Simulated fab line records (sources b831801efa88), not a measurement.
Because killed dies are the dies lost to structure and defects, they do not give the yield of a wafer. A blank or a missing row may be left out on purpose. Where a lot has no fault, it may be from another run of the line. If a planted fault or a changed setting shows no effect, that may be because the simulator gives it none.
Which tool is to blame? + flow gf180mcu + 13 lots with 39 wafers sampled at 4 steps, on a route of 602 steps

## WHAT EACH GAUGE READ, for each wafer
GF_VT_IMPLANT_OVL_MEAS_07. Usual: VT_IMPLANT_OVL -1.1 nm, standard deviation 1.6.
| lot  | measured     | on         | VT_IMPLANT_OVL (nm) | flag |
|------|--------------|------------|---------------------|------|
| L633 | day 5 14:31  | overlay-02 | 0.3 -2.3 -2.3       |      |
| L634 | day 5 18:37  | overlay-01 | 1.0 0.9 0.9         |      |
| L635 | day 6 02:40  | overlay-02 | -2.0 0.1 -1.7       |      |
| L637 | day 6 12:52  | overlay-02 | -1.6 -4.5 -1.6      |      |
| L638 | day 6 20:26  | overlay-02 | -3.0 -3.5 -1.8      |      |
| L639 | day 7 01:37  | overlay-02 | -4.3 -2.6 -3.9      |      |
| L640 | day 7 11:31  | overlay-02 | -2.1 -2.5 -3.7      |      |
| L642 | day 7 22:35  | overlay-02 | - - -               | OFF  |
| L651 | day 10 08:13 | overlay-02 | -1.4 -1.7 0.2       |      |
| L652 | day 10 13:34 | overlay-02 | -2.0 -0.9 -3.4      |      |
| L653 | day 10 20:46 | overlay-02 | 1.2 -0.6 -1.7       |      |
| L654 | day 11 02:37 | overlay-02 | -1.6 -0.9 -2.0      |      |
| L655 | day 11 05:20 | overlay-01 | 0.1 -2.8 0.7        |      |

GF_VT_IMPLANT_TW_MEAS_10. Usual: VT_IMPLANT_TW 565, standard deviation 5.1.
| lot  | measured     | on            | VT_IMPLANT_TW | flag |
|------|--------------|---------------|---------------|------|
| L633 | day 5 14:48  | film-metro-02 | 570 574 574   |      |
| L634 | day 5 18:54  | film-metro-01 | 571 565 571   |      |
| L635 | day 6 02:57  | film-metro-02 | 574 567 568   |      |
| L637 | day 6 13:10  | film-metro-02 | 567 566 569   |      |
| L638 | day 6 20:44  | film-metro-03 | 559 563 560   |      |
| L639 | day 7 01:55  | film-metro-01 | 564 561 569   |      |
| L640 | day 7 11:47  | film-metro-03 | 560 555 560   |      |
| L642 | day 7 22:53  | film-metro-01 | 30 30 30      | OFF  |
| L651 | day 10 08:37 | film-metro-02 | 568 569 566   |      |
| L652 | day 10 13:51 | film-metro-02 | 569 569 570   |      |
| L653 | day 10 21:04 | film-metro-01 | 566 568 565   |      |
| L654 | day 11 02:53 | film-metro-02 | 572 573 571   |      |
| L655 | day 11 05:38 | film-metro-03 | 556 557 558   |      |

GF_HV_LDD_TW_MEAS_23. Usual: HV_LDD_2_TW 1035, standard deviation 8.2.
| lot  | measured     | on            | HV_LDD_2_TW    | flag |
|------|--------------|---------------|----------------|------|
| L633 | day 10 19:53 | film-metro-03 | 1036 1037 1033 |      |
| L634 | day 11 00:24 | film-metro-03 | 1035 1035 1036 |      |
| L635 | day 11 10:34 | film-metro-03 | 1034 1043 1041 |      |
| L637 | day 12 00:31 | film-metro-03 | 1047 1036 1041 |      |
| L638 | day 12 09:01 | film-metro-04 | 1032 1029 1032 |      |
| L639 | day 12 15:03 | film-metro-03 | 1043 1046 1043 |      |
| L640 | day 13 02:14 | film-metro-03 | 1042 1040 1043 |      |
| L651 | day 16 13:23 | film-metro-03 | 1039 1037 1040 |      |
| L652 | day 16 22:50 | film-metro-04 | 1019 1027 1029 |      |
| L653 | day 17 07:57 | film-metro-04 | 1028 1028 1027 |      |
| L654 | day 17 14:11 | film-metro-01 | 1054 1055 1047 |      |
| L655 | day 17 20:37 | film-metro-03 | 1039 1033 1035 |      |

## TOOL THAT RAN EACH LOT (tool first, then ch and the chambers of the sampled wafers, then the start)
| lot  | GF_VT_IMPLANT_EXPOSE_04             |
|------|-------------------------------------|
| L633 | iline-stepper-02 ch 0, day 5 07:40  |
| L634 | iline-stepper-01 ch 0, day 5 12:17  |
| L635 | iline-stepper-02 ch 0, day 5 18:47  |
| L637 | iline-stepper-01 ch 0, day 6 06:16  |
| L638 | iline-stepper-01 ch 0, day 6 12:52  |
| L639 | iline-stepper-02 ch 0, day 6 17:44  |
| L640 | iline-stepper-02 ch 0, day 7 03:28  |
| L642 | iline-stepper-02 ch 0, day 7 14:52  |
| L651 | iline-stepper-01 ch 0, day 9 23:30  |
| L652 | iline-stepper-01 ch 0, day 10 04:44 |
| L653 | iline-stepper-02 ch 0, day 10 12:17 |
| L654 | iline-stepper-01 ch 0, day 10 17:47 |
| L655 | iline-stepper-02 ch 0, day 10 20:45 |
- GF_VT_IMPLANT_EXPOSE_04: exposes mask LVPWELL LV AREA, target cd 600 nm.

## AS READ BY THE TOOLS THEMSELVES (means over the sampled wafers that have a number; for cases with no such wafer, the mark the record gives instead)
The record holds no such reading with a usual standard deviation.

## THE ANSWER, worked out from the rows above alone
Rule: a lot counts as off when the mean over its wafers that have a number is more than 3 standard deviations away from the usual mean. A lot without any number at a reading at which 4 lots or more have one is off too. Where the step has rows for the other lots, those lots are counted as sound. After the gauges, taken in route order, come the tools' own readings; for these a lot's mean is taken, as printed above. At the first step where some lot is off, the reading lying furthest off is the one used; lots without a number count as furthest.
Off: at GF_VT_IMPLANT_OVL_MEAS_07 (VT_IMPLANT_OVL), L642. Without a number there: L642.
A tool fits if, at a process step before that reading, it ran every lot that is off, and no sound lot after the first of them. The gauges at GF_VT_IMPLANT_OVL_MEAS_07 aren't tried: what is off there is off at GF_VT_IMPLANT_TW_MEAS_10 too, on other tools, and a gauge's error can't cause that. None of those tried fits.

## WHAT THE SIMULATOR PUT IN
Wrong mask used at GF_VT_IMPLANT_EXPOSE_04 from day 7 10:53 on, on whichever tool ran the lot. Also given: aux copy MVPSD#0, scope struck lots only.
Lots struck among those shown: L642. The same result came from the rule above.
